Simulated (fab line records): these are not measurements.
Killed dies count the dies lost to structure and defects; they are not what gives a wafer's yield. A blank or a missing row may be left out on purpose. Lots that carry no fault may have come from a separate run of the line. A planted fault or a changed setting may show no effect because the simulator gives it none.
Check for tools in common	flow gf180mcu	36 wafers sampled across 11 lots

REASON IT WAS OPENED
GF_PSD_TW_MEAS_11, reading PSD_TW: flagged on 1 of 11 lots. Wafers without a fault read 3170, standard deviation 19.
Rule: flag the lot when none of its wafers has a number, or when each of its wafers that has one lies beyond 4 standard deviations from that mean. The rest of the lots are taken to be sound.

lot	measured	on	PSD_TW, wafer by wafer	flag
L419	day 14 23:07	film_metro-03	3168 3174 3175	
L420	day 15 01:37	film_metro-03	3164 3181 3179	
L423	day 16 15:01	film_metro-04	3146 3142 3139	
L424	day 16 19:04	film_metro-03	3194 3179 3176	
L425	day 16 22:11	film_metro-04	3139 3146 3133	
L426	day 17 18:49	film_metro-04	3183 3196 3181	
L431	day 19 11:16	film_metro-04	3171 3171 3175	
L432	day 19 12:13	film_metro-03	30 30 30 30 30 30	FLAGGED
L437	day 21 15:40	film_metro-03	3192 3183 3180	
L438	day 21 16:34	film_metro-03	3188 3195 3186	
L440	day 22 08:25	film_metro-03	3194 3179 3179	
Flagged lots average 30: -3140 relative to the usual, that is -99 or more standard deviations.

LOT BY LOT: THE TOOL USED
4 process steps preceding the reading are held in the record, out of 602 steps in the route. Read each cell as the tool, then ch plus the chambers that the sampled wafers visited, then the start.
lot	flag	GF_HV_LDD_STRIP_22	GF_HV_LDD_RTA_52	GF_NSD_STRIP_11	GF_PSD_STRIP_10
L419		plasma_asher-01 ch 0,1, day 11 10:07	rtp_anneal-02 ch 0, day 13 02:11	plasma_asher-01 ch 0, day 14 01:34	plasma_asher-03 ch 0,1, day 14 23:01
L420		plasma_asher-02 ch 0,1, day 11 13:01	rtp_anneal-01 ch 0, day 13 04:58	plasma_asher-03 ch 0,1, day 14 04:57	plasma_asher-02 ch 0,1, day 15 01:31
L423		plasma_asher-02 ch 0,1, day 12 23:43	rtp_anneal-01 ch 0, day 14 16:59	plasma_asher-03 ch 0,1, day 15 17:13	plasma_asher-02 ch 0,1, day 16 14:55
L424		plasma_asher-02 ch 0,1, day 13 01:01	rtp_anneal-02 ch 0, day 14 19:18	plasma_asher-04 ch 0,1, day 15 20:25	plasma_asher-01 ch 0, day 16 18:58
L425		plasma_asher-01 ch 0,1, day 13 03:19	rtp_anneal-01 ch 0, day 14 22:03	plasma_asher-01 ch 0,1, day 15 23:59	plasma_asher-02 ch 0,1, day 16 22:06
L426		plasma_asher-01 ch 0,1, day 13 21:58	rtp_anneal-02 ch 0, day 15 16:35	plasma_asher-03 ch 0,1, day 16 19:14	plasma_asher-02 ch 0,1, day 17 18:43
L431		plasma_asher-04 ch 0,1, day 15 11:16	rtp_anneal-01 ch 0, day 17 08:36	plasma_asher-03 ch 0,1, day 18 11:13	plasma_asher-03 ch 0,1, day 19 11:10
L432	FLAGGED	plasma_asher-01 ch 0,1, day 15 11:55	rtp_anneal-02 ch 0, day 17 09:47	plasma_asher-04 ch 0,1, day 18 12:10	plasma_asher-03 ch 0,1, day 19 12:07
L437		plasma_asher-02 ch 0,1, day 17 10:41	rtp_anneal-02 ch 0, day 19 11:10	plasma_asher-04 ch 0, day 20 15:08	plasma_asher-03 ch 0,1, day 21 15:34
L438		plasma_asher-01 ch 0,1, day 17 11:49	rtp_anneal-01 ch 0, day 19 12:31	plasma_asher-01 ch 0,1, day 20 16:04	plasma_asher-03 ch 0,1, day 21 16:28
L440		plasma_asher-02 ch 0,1, day 18 04:05	rtp_anneal-01 ch 0, day 20 05:38	plasma_asher-04 ch 0, day 21 08:43	plasma_asher-01 ch 0,1, day 22 08:19
What these steps do:
- GF_HV_LDD_STRIP_22: strips in O2/N2.
- GF_HV_LDD_RTA_52: time 10 s.
- GF_NSD_STRIP_11: strips in O2/N2.
- GF_PSD_STRIP_10: strips in O2/N2.
- GF_PSD_TW_MEAS_11

FLAGGED AGAINST TOTAL, ONE TOOL AT A TIME (gauges that did the reading follow at the end)
step	tool	lots run	flagged	share of the flagged lots	sound lots run after its first flagged lot
GF_HV_LDD_STRIP_22	plasma_asher-01	5	1	all	1 (L438)
GF_HV_LDD_STRIP_22	plasma_asher-02	5	0	none	-
GF_HV_LDD_STRIP_22	plasma_asher-04	1	0	none	-
GF_HV_LDD_RTA_52	rtp_anneal-01	6	0	none	-
GF_HV_LDD_RTA_52	rtp_anneal-02	5	1	all	1 (L437)
GF_NSD_STRIP_11	plasma_asher-01	3	0	none	-
GF_NSD_STRIP_11	plasma_asher-03	4	0	none	-
GF_NSD_STRIP_11	plasma_asher-04	4	1	all	2 (L437,L440)
GF_PSD_STRIP_10	plasma_asher-01	2	0	none	-
GF_PSD_STRIP_10	plasma_asher-02	4	0	none	-
GF_PSD_STRIP_10	plasma_asher-03	5	1	all	2 (L437,L438)
GF_PSD_TW_MEAS_11	film_metro-03	7	1	all	3 (L437,L438,L440)
GF_PSD_TW_MEAS_11	film_metro-04	4	0	none	-

WHAT THE TABLE ALLOWS
5 rows of the table ran every flagged lot: plasma_asher-01 at GF_HV_LDD_STRIP_22, rtp_anneal-02 at GF_HV_LDD_RTA_52, plasma_asher-04 at GF_NSD_STRIP_11, plasma_asher-03 at GF_PSD_STRIP_10, film_metro-03 at GF_PSD_TW_MEAS_11.
- plasma_asher-01 at GF_HV_LDD_STRIP_22 ran 5 lots, 1 of them flagged. Sound lots followed the first flagged one (L438) on it, something a lasting fault affecting the whole tool could not allow.
- rtp_anneal-02 at GF_HV_LDD_RTA_52 ran 5 lots, 1 of them flagged. Sound lots followed the first flagged one (L437) on it, something a lasting fault affecting the whole tool could not allow.
- plasma_asher-04 at GF_NSD_STRIP_11 ran 4 lots, 1 of them flagged. Sound lots followed the first flagged one (L437, L440) on it, something a lasting fault affecting the whole tool could not allow. On the flagged lots its readings are blank where sound lots have values: strip_time_to_endpoint_s.
- plasma_asher-03 at GF_PSD_STRIP_10 ran 5 lots, 1 of them flagged. Sound lots followed the first flagged one (L437, L438) on it, something a lasting fault affecting the whole tool could not allow. Its own readings (oes_product_au, strip_time_to_endpoint_s) fall more than 4 standard deviations out on all wafers of the flagged lots.
- film_metro-03 at GF_PSD_TW_MEAS_11 ran 7 lots, 1 of them flagged. Sound lots followed the first flagged one (L437, L438, L440) on it, something a lasting fault affecting the whole tool could not allow.
Not one row of the table ran every flagged lot while running no sound lot after the first.

WHAT THE SIMULATOR HAD PUT IN
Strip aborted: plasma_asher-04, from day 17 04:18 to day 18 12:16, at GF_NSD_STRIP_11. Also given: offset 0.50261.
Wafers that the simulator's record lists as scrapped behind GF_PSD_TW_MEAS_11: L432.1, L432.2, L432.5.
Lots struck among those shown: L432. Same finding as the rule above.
